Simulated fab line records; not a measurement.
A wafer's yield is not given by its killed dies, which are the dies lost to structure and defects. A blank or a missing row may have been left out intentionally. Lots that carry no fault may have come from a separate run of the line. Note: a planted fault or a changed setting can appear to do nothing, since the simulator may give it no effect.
Matching of chambers :: flow gf180mcu :: 4 sister chambers for GF_STI_CMP_25 on cmp-02
The step polishes, stops on Si3N4, t overpolish 33 s, target thk 524.6 nm. 18 wafers are shown with their chamber, then 9 later ones without.

== WAFERS WITH THEIR CHAMBER ==
wafer: L410.1
chamber: 1
motor-current-A (A): 11.5
time-to-endpoint-s (s): 111
slurry-filter-dp-kPa (kPa): 13.40

wafer: L410.4
chamber: 0
motor-current-A (A): 10.1
time-to-endpoint-s (s): 117
slurry-filter-dp-kPa (kPa): 13.68

wafer: L410.6
chamber: 0
motor-current-A (A): 10.5
time-to-endpoint-s (s): 117
slurry-filter-dp-kPa (kPa): 13.63

wafer: L412.2
chamber: 3
motor-current-A (A): 11.0
time-to-endpoint-s (s): 115
slurry-filter-dp-kPa (kPa): 13.57

wafer: L412.3
chamber: 2
motor-current-A (A): 11.9
time-to-endpoint-s (s): 107
slurry-filter-dp-kPa (kPa): 13.62

wafer: L412.4
chamber: 1
motor-current-A (A): 10.9
time-to-endpoint-s (s): 110
slurry-filter-dp-kPa (kPa): 13.17

wafer: L415.2
chamber: 1
motor-current-A (A): 11.4
time-to-endpoint-s (s): 108
slurry-filter-dp-kPa (kPa): 13.25

wafer: L415.5
chamber: 2
motor-current-A (A): 11.3
time-to-endpoint-s (s): 110
slurry-filter-dp-kPa (kPa): 13.67

wafer: L415.6
chamber: 1
motor-current-A (A): 11.2
time-to-endpoint-s (s): 109
slurry-filter-dp-kPa (kPa): 13.42

wafer: L416.1
chamber: 3
motor-current-A (A): 11.0
time-to-endpoint-s (s): 111
slurry-filter-dp-kPa (kPa): 13.52

wafer: L416.4
chamber: 0
motor-current-A (A): 10.6
time-to-endpoint-s (s): 115
slurry-filter-dp-kPa (kPa): 13.68

wafer: L416.6
chamber: 1
motor-current-A (A): 11.2
time-to-endpoint-s (s): 111
slurry-filter-dp-kPa (kPa): 13.69

wafer: L419.1
chamber: 1
motor-current-A (A): 11.3
time-to-endpoint-s (s): 108
slurry-filter-dp-kPa (kPa): 13.73

wafer: L419.2
chamber: 3
motor-current-A (A): 11.1
time-to-endpoint-s (s): 110
slurry-filter-dp-kPa (kPa): 13.60

wafer: L419.3
chamber: 2
motor-current-A (A): 11.5
time-to-endpoint-s (s): 103
slurry-filter-dp-kPa (kPa): 13.58

wafer: L421.1
chamber: 2
motor-current-A (A): 11.2
time-to-endpoint-s (s): 113
slurry-filter-dp-kPa (kPa): 13.49

wafer: L421.2
chamber: 0
motor-current-A (A): 10.4
time-to-endpoint-s (s): 115
slurry-filter-dp-kPa (kPa): 13.43

wafer: L421.4
chamber: 1
motor-current-A (A): 11.1
time-to-endpoint-s (s): 115
slurry-filter-dp-kPa (kPa): 13.60

SIGNATURES (averages over the wafers above)
reading: motor-current-A
chamber 0: 10.400
chamber 1: 11.229
chamber 2: 11.475
chamber 3: 11.033
scatter within a chamber: 0.219

reading: time-to-endpoint-s
chamber 0: 116.00
chamber 1: 110.29
chamber 2: 108.25
chamber 3: 112.00
scatter within a chamber: 2.78

reading: slurry-filter-dp-kPa
chamber 0: 13.6050
chamber 1: 13.4657
chamber 2: 13.5900
chamber 3: 13.5633
scatter within a chamber: 0.156
Rule: for a wafer and a chamber, the distance is found by dividing, reading by reading, the gap between the wafer's reading and the chamber's mean by the reading's scatter, squaring, summing and taking the root. The wafer belongs to the nearest chamber; if the next one is less than 2 further off, it can't be placed. The scatter: the root of (the sum of the squares of (reading less its chamber's mean) over the shown wafers, divided by (wafers less chambers)).

== WAFERS WITH NO CHAMBER GIVEN ==
wafer: L427.1
motor-current-A (A): 10.0
time-to-endpoint-s (s): 112
slurry-filter-dp-kPa (kPa): 13.45

wafer: L427.3
motor-current-A (A): 11.4
time-to-endpoint-s (s): 110
slurry-filter-dp-kPa (kPa): 13.56

wafer: L427.4
motor-current-A (A): 11.8
time-to-endpoint-s (s): 111
slurry-filter-dp-kPa (kPa): 13.28

wafer: L428.4
motor-current-A (A): 11.5
time-to-endpoint-s (s): 113
slurry-filter-dp-kPa (kPa): 13.70

wafer: L428.5
motor-current-A (A): 10.9
time-to-endpoint-s (s): 114
slurry-filter-dp-kPa (kPa): 13.58

wafer: L428.6
motor-current-A (A): 11.5
time-to-endpoint-s (s): 108
slurry-filter-dp-kPa (kPa): 13.52

wafer: L430.1
motor-current-A (A): 11.7
time-to-endpoint-s (s): 116
slurry-filter-dp-kPa (kPa): 13.61

wafer: L430.2
motor-current-A (A): 11.0
time-to-endpoint-s (s): 118
slurry-filter-dp-kPa (kPa): 13.58

wafer: L430.3
motor-current-A (A): 10.2
time-to-endpoint-s (s): 114
slurry-filter-dp-kPa (kPa): 13.45

== CHAMBER TAKEN BY EACH ==
wafer: L427.1
from the rows above: 0
in truth: 0

wafer: L427.3
from the rows above: can't be placed: 2 or 1 or 3
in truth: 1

wafer: L427.4
from the rows above: can't be placed: 2 or 1 or 3
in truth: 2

wafer: L428.4
from the rows above: can't be placed: 2 or 1 or 3
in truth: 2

wafer: L428.5
from the rows above: can't be placed: 3 or 1 or 0
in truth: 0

wafer: L428.6
from the rows above: can't be placed: 2 or 1
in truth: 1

wafer: L430.1
from the rows above: can't be placed: 2 or 1 or 3
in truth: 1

wafer: L430.2
from the rows above: can't be placed: 3 or 0 or 1 or 2
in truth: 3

wafer: L430.3
from the rows above: 0
in truth: 0
Placed correctly: 2 of 9. Unplaceable from these rows: 7, with the true chamber sitting among the candidates in 7. Wrongly placed: 0.
